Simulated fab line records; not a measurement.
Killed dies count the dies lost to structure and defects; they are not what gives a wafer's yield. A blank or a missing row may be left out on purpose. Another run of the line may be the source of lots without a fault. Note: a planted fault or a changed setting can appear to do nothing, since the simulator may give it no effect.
Matching of chambers / flow gf180mcu / GF_PASSIVATION_ETCH_11 on rieDiel-04: 4 sister chambers
The step etches the open film in CF4/O2, stops on TiN, target depth 2040 nm, time 453.3 s. 4 wafers are shown with their chamber, then 10 later ones without.

EACH WAFER AND ITS CHAMBER
wafer=L079.4; chamber=3; oesProductAu (a.u.)=0.986
wafer=L082.1; chamber=2; oesProductAu (a.u.)=0.995
wafer=L084.1; chamber=1; oesProductAu (a.u.)=0.991
wafer=L084.4; chamber=0; oesProductAu (a.u.)=0.977

WAFERS MISSING THEIR CHAMBER
wafer=L084.6; oesProductAu (a.u.)=0.973
wafer=L085.2; oesProductAu (a.u.)=0.996
wafer=L085.3; oesProductAu (a.u.)=0.968
wafer=L085.4; oesProductAu (a.u.)=0.982
wafer=L087.1; oesProductAu (a.u.)=0.984
wafer=L087.5; oesProductAu (a.u.)=0.978
wafer=L087.6; oesProductAu (a.u.)=0.984
wafer=L096.3; oesProductAu (a.u.)=0.985
wafer=L096.4; oesProductAu (a.u.)=0.992
wafer=L096.5; oesProductAu (a.u.)=0.985

EACH ONE'S CHAMBER
wafer=L084.6; from the rows above=0; in truth=0
wafer=L085.2; from the rows above=can't be placed: 2 or 1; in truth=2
wafer=L085.3; from the rows above=0; in truth=0
wafer=L085.4; from the rows above=can't be placed: 3 or 0 or 1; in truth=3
wafer=L087.1; from the rows above=can't be placed: 3 or 0 or 1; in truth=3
wafer=L087.5; from the rows above=can't be placed: 0 or 3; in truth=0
wafer=L087.6; from the rows above=can't be placed: 3 or 0 or 1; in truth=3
wafer=L096.3; from the rows above=can't be placed: 3 or 1 or 0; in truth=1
wafer=L096.4; from the rows above=can't be placed: 1 or 2 or 3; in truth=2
wafer=L096.5; from the rows above=can't be placed: 3 or 1 or 0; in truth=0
2 of 10 placed correctly. Can't be placed from these rows: 8 (the true chamber is among the candidates in 8). Placed wrongly: 0.
How it was worked out, from the rows above alone: a wafer's distance from a chamber is the root of the sum, over the readings, of the square of ((its reading less the chamber's mean) divided by the reading's scatter). The wafer belongs to the nearest chamber; if the next one is less than 2 further off, it can't be placed. For every chamber, the mean is computed from those of its wafers that are shown. The scatter (one wafer shown for each chamber): square how far every hidden wafer sits from the nearest shown wafer, average those squares and take the square root.
